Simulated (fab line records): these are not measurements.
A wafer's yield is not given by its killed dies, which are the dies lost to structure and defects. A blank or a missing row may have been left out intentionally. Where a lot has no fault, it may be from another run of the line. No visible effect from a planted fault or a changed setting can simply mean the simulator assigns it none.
Chamber matching | flow sky130 | rieSi-02 running SKY_FIELD_ISO_ETCH_17: 4 sister chambers
The step etches Si in HBr/Cl2/O2, target depth 342 nm, time 97.7 s. 8 wafers are shown with their chamber, then 7 later ones without.

WAFERS PAIRED WITH THEIR CHAMBERS
wafer  | chamber | oesProductAu (a.u.) | throttleValvePct (%)
L939.1 | 1       | 1.004               | 25.646
L939.6 | 1       | 1.017               | 25.647
L941.3 | 2       | 0.995               | 25.662
L942.1 | 0       | 1.005               | 25.645
L942.4 | 2       | 0.988               | 25.676
L942.5 | 3       | 0.989               | 25.666
L944.2 | 0       | 1.010               | 25.655
L944.5 | 3       | 0.995               | 25.649

WAFERS WHOSE CHAMBER IS MISSING
wafer  | oesProductAu (a.u.) | throttleValvePct (%)
L944.6 | 1.006               | 25.656
L946.1 | 0.985               | 25.645
L946.3 | 1.005               | 25.634
L946.4 | 1.000               | 25.663
L948.3 | 0.994               | 25.660
L948.5 | 1.004               | 25.650
L948.6 | 0.997               | 25.658

EACH ONE'S CHAMBER
wafer  | from the rows above               | in truth
L944.6 | can't be placed: 0 or 1 or 3      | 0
L946.1 | can't be placed: 3 or 2 or 0      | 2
L946.3 | can't be placed: 1 or 0 or 3      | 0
L946.4 | can't be placed: 3 or 2 or 0 or 1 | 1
L948.3 | can't be placed: 3 or 2           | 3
L948.5 | can't be placed: 0 or 1 or 3      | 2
L948.6 | can't be placed: 3 or 2 or 0 or 1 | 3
0 of 7 placed correctly. From these rows, 7 cannot be placed; in 6 the true chamber is one of the candidates. Number placed wrongly: 0.
How it was worked out, from the rows above alone: a wafer's distance from a chamber is the root of the sum, over the readings, of the square of ((its reading less the chamber's mean) divided by the reading's scatter). The wafer belongs to the nearest chamber; if the next one is less than 2 further off, it can't be placed. Each chamber's mean is taken over the wafers shown for it. The scatter is the square root of a quotient: the sum, over the shown wafers, of each reading's squared deviation from its chamber's mean, divided by wafers minus chambers.
